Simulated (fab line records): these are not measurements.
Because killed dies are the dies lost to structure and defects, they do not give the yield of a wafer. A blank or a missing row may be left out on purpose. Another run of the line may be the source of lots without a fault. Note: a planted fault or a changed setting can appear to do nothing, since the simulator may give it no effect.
Which tool is to blame? || flow sky130 || 15 lots, 45 wafers sampled, at 4 steps of a route of 708

WHAT THE GAUGES READ, wafer by wafer
No reading from a measuring or inspecting step in the record can be judged against a usual standard deviation.

WHAT TOOL EACH LOT RAN ON (gives the tool, then ch and the chambers of the sampled wafers, and finally the start)
{"lot": "L967", "SKY_METAL1_SPUTTER_01": "pvdSputter-04, day 31 17:28", "SKY_METAL1_PEB_13": "lithoTrack-02 ch 0, day 32 19:00", "SKY_METAL1_ETCH_18": "rieMetal-03 ch 0,1, day 32 20:04", "SKY_VIA1_ETCH_14": "rieDiel-04 ch 0,1,3, day 34 00:04"}
{"lot": "L968", "SKY_METAL1_SPUTTER_01": "pvdSputter-02, day 32 10:02", "SKY_METAL1_PEB_13": "lithoTrack-04 ch 0, day 33 12:00", "SKY_METAL1_ETCH_18": "rieMetal-03 ch 0,1, day 33 12:53", "SKY_VIA1_ETCH_14": "rieDiel-04 ch 0,1,2, day 34 16:34"}
{"lot": "L969", "SKY_METAL1_SPUTTER_01": "pvdSputter-04, day 32 15:22", "SKY_METAL1_PEB_13": "lithoTrack-01 ch 0, day 33 16:00", "SKY_METAL1_ETCH_18": "rieMetal-03 ch 1, day 33 17:29", "SKY_VIA1_ETCH_14": "rieDiel-02 ch 0,1,2, day 34 21:16"}
{"lot": "L970", "SKY_METAL1_SPUTTER_01": "pvdSputter-04, day 33 04:42", "SKY_METAL1_PEB_13": "lithoTrack-02 ch 0, day 34 07:00", "SKY_METAL1_ETCH_18": "rieMetal-01 ch 0,1, day 34 07:40", "SKY_VIA1_ETCH_14": "rieDiel-04 ch 0,3, day 35 12:08"}
{"lot": "L971", "SKY_METAL1_SPUTTER_01": "pvdSputter-02, day 33 10:34", "SKY_METAL1_PEB_13": "lithoTrack-04 ch 0, day 34 12:00", "SKY_METAL1_ETCH_18": "rieMetal-02 ch 1, day 34 12:37", "SKY_VIA1_ETCH_14": "rieDiel-04 ch 1,2, day 35 16:43"}
{"lot": "L972", "SKY_METAL1_SPUTTER_01": "pvdSputter-04, day 33 17:34", "SKY_METAL1_PEB_13": "lithoTrack-02 ch 0, day 34 20:00", "SKY_METAL1_ETCH_18": "rieMetal-01 ch 0,1, day 34 20:46", "SKY_VIA1_ETCH_14": "rieDiel-04 ch 0,1, day 36 00:05"}
{"lot": "L973", "SKY_METAL1_SPUTTER_01": "pvdSputter-02, day 34 00:04", "SKY_METAL1_PEB_13": "lithoTrack-01 ch 0, day 35 02:00", "SKY_METAL1_ETCH_18": "rieMetal-01 ch 0,1, day 35 02:57", "SKY_VIA1_ETCH_14": "rieDiel-02 ch 0,1,3, day 36 06:20"}
{"lot": "L975", "SKY_METAL1_SPUTTER_01": "pvdSputter-02, day 34 11:14", "SKY_METAL1_PEB_13": "lithoTrack-02 ch 0, day 35 14:00", "SKY_METAL1_ETCH_18": "rieMetal-02 ch 1, day 35 14:35", "SKY_VIA1_ETCH_14": "rieDiel-04 ch 1,2, day 36 18:34"}
{"lot": "L976", "SKY_METAL1_SPUTTER_01": "pvdSputter-02, day 34 23:25", "SKY_METAL1_PEB_13": "lithoTrack-01 ch 0, day 36 01:00", "SKY_METAL1_ETCH_18": "rieMetal-03 ch 0,1, day 36 02:11", "SKY_VIA1_ETCH_14": "rieDiel-01 ch 2,3, day 37 06:04"}
{"lot": "L978", "SKY_METAL1_SPUTTER_01": "pvdSputter-02, day 35 11:13", "SKY_METAL1_PEB_13": "lithoTrack-04 ch 0, day 36 12:00", "SKY_METAL1_ETCH_18": "rieMetal-01 ch 0,1, day 36 13:20", "SKY_VIA1_ETCH_14": "rieDiel-04 ch 2,3, day 37 16:34"}
{"lot": "L986", "SKY_METAL1_SPUTTER_01": "pvdSputter-01, day 37 22:08", "SKY_METAL1_PEB_13": "lithoTrack-01, day 38 22:00", "SKY_METAL1_ETCH_18": "rieMetal-03 ch 0,1, day 38 23:21", "SKY_VIA1_ETCH_14": "-"}
{"lot": "L987", "SKY_METAL1_SPUTTER_01": "pvdSputter-02, day 38 00:34", "SKY_METAL1_PEB_13": "lithoTrack-04, day 39 01:00", "SKY_METAL1_ETCH_18": "rieMetal-02 ch 0,1, day 39 02:05", "SKY_VIA1_ETCH_14": "-"}
{"lot": "L988", "SKY_METAL1_SPUTTER_01": "pvdSputter-02, day 38 18:58", "SKY_METAL1_PEB_13": "lithoTrack-01, day 39 19:00", "SKY_METAL1_ETCH_18": "rieMetal-02 ch 0,1, day 39 19:58", "SKY_VIA1_ETCH_14": "-"}
{"lot": "L989", "SKY_METAL1_SPUTTER_01": "pvdSputter-01, day 39 00:27", "SKY_METAL1_PEB_13": "lithoTrack-02 ch 0, day 40 01:00", "SKY_METAL1_ETCH_18": "rieMetal-02 ch 0,1, day 40 02:07", "SKY_VIA1_ETCH_14": "rieDiel-02 ch 0,1, day 41 03:25"}
{"lot": "L990", "SKY_METAL1_SPUTTER_01": "pvdSputter-04, day 39 12:37", "SKY_METAL1_PEB_13": "lithoTrack-02 ch 0, day 40 13:00", "SKY_METAL1_ETCH_18": "rieMetal-01 ch 0,1, day 40 13:43", "SKY_VIA1_ETCH_14": "rieDiel-02 ch 0,3, day 41 15:04"}
- SKY_METAL1_SPUTTER_01: material TiN, target thk 20 nm, time 16.7 s.
- SKY_METAL1_PEB_13
- SKY_METAL1_ETCH_18: etches BARC in N2/H2, stops on SiO2, time 45.9 s, target depth 60 nm.
- SKY_VIA1_ETCH_14: etches BARC in N2/H2, stops on SiO2, time 45.9 s, target depth 60 nm.

WHAT THE TOOLS THEMSELVES READ (means of the sampled wafers that have a number; where no wafer has one, the mark that the record gives instead)
SKY_METAL1_SPUTTER_01. Usual: throttleValvePct at 30.3 %, with a standard deviation of 0.67.
{"lot": "L967", "tool": "pvdSputter-04", "throttleValvePct (%)": 30.2, "flag": ""}
{"lot": "L968", "tool": "pvdSputter-02", "throttleValvePct (%)": 30.8, "flag": ""}
{"lot": "L969", "tool": "pvdSputter-04", "throttleValvePct (%)": 30.2, "flag": ""}
{"lot": "L970", "tool": "pvdSputter-04", "throttleValvePct (%)": 30.2, "flag": ""}
{"lot": "L971", "tool": "pvdSputter-02", "throttleValvePct (%)": 30.9, "flag": ""}
{"lot": "L972", "tool": "pvdSputter-04", "throttleValvePct (%)": 30.1, "flag": ""}
{"lot": "L973", "tool": "pvdSputter-02", "throttleValvePct (%)": 30.7, "flag": ""}
{"lot": "L975", "tool": "pvdSputter-02", "throttleValvePct (%)": 30.6, "flag": ""}
{"lot": "L976", "tool": "pvdSputter-02", "throttleValvePct (%)": 30.6, "flag": ""}
{"lot": "L978", "tool": "pvdSputter-02", "throttleValvePct (%)": 30.7, "flag": ""}
{"lot": "L986", "tool": "pvdSputter-01", "throttleValvePct (%)": 30.4, "flag": ""}
{"lot": "L987", "tool": "pvdSputter-02", "throttleValvePct (%)": 30.5, "flag": ""}
{"lot": "L988", "tool": "pvdSputter-02", "throttleValvePct (%)": 30.6, "flag": ""}
{"lot": "L989", "tool": "pvdSputter-01", "throttleValvePct (%)": 30.4, "flag": ""}
{"lot": "L990", "tool": "pvdSputter-04", "throttleValvePct (%)": 30.2, "flag": ""}

SKY_METAL1_PEB_13. Usual: exhaustPa at 45.1 Pa, with a standard deviation of 0.97.
{"lot": "L967", "tool": "lithoTrack-02", "exhaustPa (Pa)": 44.8, "flag": ""}
{"lot": "L968", "tool": "lithoTrack-04", "exhaustPa (Pa)": 44.9, "flag": ""}
{"lot": "L969", "tool": "lithoTrack-01", "exhaustPa (Pa)": 44.8, "flag": ""}
{"lot": "L970", "tool": "lithoTrack-02", "exhaustPa (Pa)": 45.1, "flag": ""}
{"lot": "L971", "tool": "lithoTrack-04", "exhaustPa (Pa)": 44.3, "flag": ""}
{"lot": "L972", "tool": "lithoTrack-02", "exhaustPa (Pa)": 43.9, "flag": ""}
{"lot": "L973", "tool": "lithoTrack-01", "exhaustPa (Pa)": 44.3, "flag": ""}
{"lot": "L975", "tool": "lithoTrack-02", "exhaustPa (Pa)": 45.4, "flag": ""}
{"lot": "L976", "tool": "lithoTrack-01", "exhaustPa (Pa)": 45.7, "flag": ""}
{"lot": "L978", "tool": "lithoTrack-04", "exhaustPa (Pa)": 45.4, "flag": ""}
{"lot": "L986", "tool": "lithoTrack-01", "exhaustPa (Pa)": "-", "flag": "OFF"}
{"lot": "L987", "tool": "lithoTrack-04", "exhaustPa (Pa)": "-", "flag": "OFF"}
{"lot": "L988", "tool": "lithoTrack-01", "exhaustPa (Pa)": "-", "flag": "OFF"}
{"lot": "L989", "tool": "lithoTrack-02", "exhaustPa (Pa)": 44.8, "flag": ""}
{"lot": "L990", "tool": "lithoTrack-02", "exhaustPa (Pa)": 45.8, "flag": ""}

SKY_METAL1_ETCH_18. Usual: drypumpMotorCurrentA 5.63 A, standard deviation 0.21; h2FlowSccm 200.0 sccm, standard deviation 0.58; oesProductAu 0.854 a.u., standard deviation 0.0045; throttleValvePct 13.225 %, standard deviation 0.0092.
{"lot": "L967", "tool": "rieMetal-03", "drypumpMotorCurrentA (A)": 5.86, "h2FlowSccm (sccm)": 200.4, "oesProductAu (a.u.)": 0.855, "throttleValvePct (%)": 13.235, "flag": ""}
{"lot": "L968", "tool": "rieMetal-03", "drypumpMotorCurrentA (A)": 5.78, "h2FlowSccm (sccm)": 200.8, "oesProductAu (a.u.)": 0.853, "throttleValvePct (%)": 13.226, "flag": ""}
{"lot": "L969", "tool": "rieMetal-03", "drypumpMotorCurrentA (A)": 5.67, "h2FlowSccm (sccm)": 200.2, "oesProductAu (a.u.)": 0.849, "throttleValvePct (%)": 13.235, "flag": ""}
{"lot": "L970", "tool": "rieMetal-01", "drypumpMotorCurrentA (A)": 5.54, "h2FlowSccm (sccm)": 200.1, "oesProductAu (a.u.)": 0.855, "throttleValvePct (%)": 13.228, "flag": ""}
{"lot": "L971", "tool": "rieMetal-02", "drypumpMotorCurrentA (A)": 5.48, "h2FlowSccm (sccm)": 200.7, "oesProductAu (a.u.)": 0.854, "throttleValvePct (%)": 13.225, "flag": ""}
{"lot": "L972", "tool": "rieMetal-01", "drypumpMotorCurrentA (A)": 5.72, "h2FlowSccm (sccm)": 200.1, "oesProductAu (a.u.)": 0.857, "throttleValvePct (%)": 13.229, "flag": ""}
{"lot": "L973", "tool": "rieMetal-01", "drypumpMotorCurrentA (A)": 5.72, "h2FlowSccm (sccm)": 200.0, "oesProductAu (a.u.)": 0.857, "throttleValvePct (%)": 13.220, "flag": ""}
{"lot": "L975", "tool": "rieMetal-02", "drypumpMotorCurrentA (A)": 5.50, "h2FlowSccm (sccm)": 199.8, "oesProductAu (a.u.)": 0.855, "throttleValvePct (%)": 13.231, "flag": ""}
{"lot": "L976", "tool": "rieMetal-03", "drypumpMotorCurrentA (A)": 5.87, "h2FlowSccm (sccm)": 199.4, "oesProductAu (a.u.)": 0.854, "throttleValvePct (%)": 13.238, "flag": ""}
{"lot": "L978", "tool": "rieMetal-01", "drypumpMotorCurrentA (A)": 5.71, "h2FlowSccm (sccm)": 200.4, "oesProductAu (a.u.)": 0.855, "throttleValvePct (%)": 13.218, "flag": ""}
{"lot": "L986", "tool": "rieMetal-03", "drypumpMotorCurrentA (A)": 5.82, "h2FlowSccm (sccm)": 199.6, "oesProductAu (a.u.)": 0.850, "throttleValvePct (%)": 13.222, "flag": ""}
{"lot": "L987", "tool": "rieMetal-02", "drypumpMotorCurrentA (A)": 5.46, "h2FlowSccm (sccm)": 200.5, "oesProductAu (a.u.)": 0.849, "throttleValvePct (%)": 13.224, "flag": ""}
{"lot": "L988", "tool": "rieMetal-02", "drypumpMotorCurrentA (A)": 5.46, "h2FlowSccm (sccm)": 200.2, "oesProductAu (a.u.)": 0.853, "throttleValvePct (%)": 13.211, "flag": ""}
{"lot": "L989", "tool": "rieMetal-02", "drypumpMotorCurrentA (A)": 5.48, "h2FlowSccm (sccm)": 200.3, "oesProductAu (a.u.)": 0.855, "throttleValvePct (%)": 13.231, "flag": ""}
{"lot": "L990", "tool": "rieMetal-01", "drypumpMotorCurrentA (A)": 5.53, "h2FlowSccm (sccm)": 200.0, "oesProductAu (a.u.)": 0.853, "throttleValvePct (%)": 13.224, "flag": ""}

SKY_VIA1_ETCH_14. Usual: drypumpMotorCurrentA 5.83 A, standard deviation 0.24; h2FlowSccm 200.0 sccm, standard deviation 0.56; oesProductAu 0.853 a.u., standard deviation 0.0046; throttleValvePct 13.224 %, standard deviation 0.0096.
{"lot": "L967", "tool": "rieDiel-04", "drypumpMotorCurrentA (A)": 5.89, "h2FlowSccm (sccm)": 200.6, "oesProductAu (a.u.)": 0.851, "throttleValvePct (%)": 13.232, "flag": ""}
{"lot": "L968", "tool": "rieDiel-04", "drypumpMotorCurrentA (A)": 6.00, "h2FlowSccm (sccm)": 200.3, "oesProductAu (a.u.)": 0.857, "throttleValvePct (%)": 13.223, "flag": ""}
{"lot": "L969", "tool": "rieDiel-02", "drypumpMotorCurrentA (A)": 5.79, "h2FlowSccm (sccm)": 200.5, "oesProductAu (a.u.)": 0.855, "throttleValvePct (%)": 13.222, "flag": ""}
{"lot": "L970", "tool": "rieDiel-04", "drypumpMotorCurrentA (A)": 5.78, "h2FlowSccm (sccm)": 200.1, "oesProductAu (a.u.)": 0.854, "throttleValvePct (%)": 13.230, "flag": ""}
{"lot": "L971", "tool": "rieDiel-04", "drypumpMotorCurrentA (A)": 6.09, "h2FlowSccm (sccm)": 199.9, "oesProductAu (a.u.)": 0.846, "throttleValvePct (%)": 13.217, "flag": ""}
{"lot": "L972", "tool": "rieDiel-04", "drypumpMotorCurrentA (A)": 5.95, "h2FlowSccm (sccm)": 199.6, "oesProductAu (a.u.)": 0.851, "throttleValvePct (%)": 13.220, "flag": ""}
{"lot": "L973", "tool": "rieDiel-02", "drypumpMotorCurrentA (A)": 5.95, "h2FlowSccm (sccm)": 199.7, "oesProductAu (a.u.)": 0.856, "throttleValvePct (%)": 13.228, "flag": ""}
{"lot": "L975", "tool": "rieDiel-04", "drypumpMotorCurrentA (A)": 6.09, "h2FlowSccm (sccm)": 200.3, "oesProductAu (a.u.)": 0.857, "throttleValvePct (%)": 13.233, "flag": ""}
{"lot": "L976", "tool": "rieDiel-01", "drypumpMotorCurrentA (A)": 5.83, "h2FlowSccm (sccm)": 200.0, "oesProductAu (a.u.)": 0.851, "throttleValvePct (%)": 13.223, "flag": ""}
{"lot": "L978", "tool": "rieDiel-04", "drypumpMotorCurrentA (A)": 5.90, "h2FlowSccm (sccm)": 199.5, "oesProductAu (a.u.)": 0.853, "throttleValvePct (%)": 13.217, "flag": ""}
{"lot": "L989", "tool": "rieDiel-02", "drypumpMotorCurrentA (A)": 5.80, "h2FlowSccm (sccm)": 199.9, "oesProductAu (a.u.)": 0.861, "throttleValvePct (%)": 13.223, "flag": ""}
{"lot": "L990", "tool": "rieDiel-02", "drypumpMotorCurrentA (A)": 5.85, "h2FlowSccm (sccm)": 200.1, "oesProductAu (a.u.)": 0.853, "throttleValvePct (%)": 13.224, "flag": ""}

THE ANSWER, worked out from the rows above alone
Rule: take the mean of a lot's wafers that have a number; if it is more than 3 standard deviations from the usual mean, the lot is off. Also off: a lot with no number at a reading for which 4 or more lots have one. Where the step has rows for the other lots, those lots are counted as sound. After the gauges, taken in route order, come the tools' own readings; for these a lot's mean is taken, as printed above. At the first step where some lot is off, the reading lying furthest off is the one used; lots without a number count as furthest.
Off: L986, L987, L988 (SKY_METAL1_PEB_13, exhaustPa). Without a number there: L986, L987, L988.
If a tool, at that step or one of the process steps before it, ran each lot that is off and ran no sound lot following the first of them, it fits. Of those tried, none fits.

WHAT THE SIMULATOR HAD INSERTED
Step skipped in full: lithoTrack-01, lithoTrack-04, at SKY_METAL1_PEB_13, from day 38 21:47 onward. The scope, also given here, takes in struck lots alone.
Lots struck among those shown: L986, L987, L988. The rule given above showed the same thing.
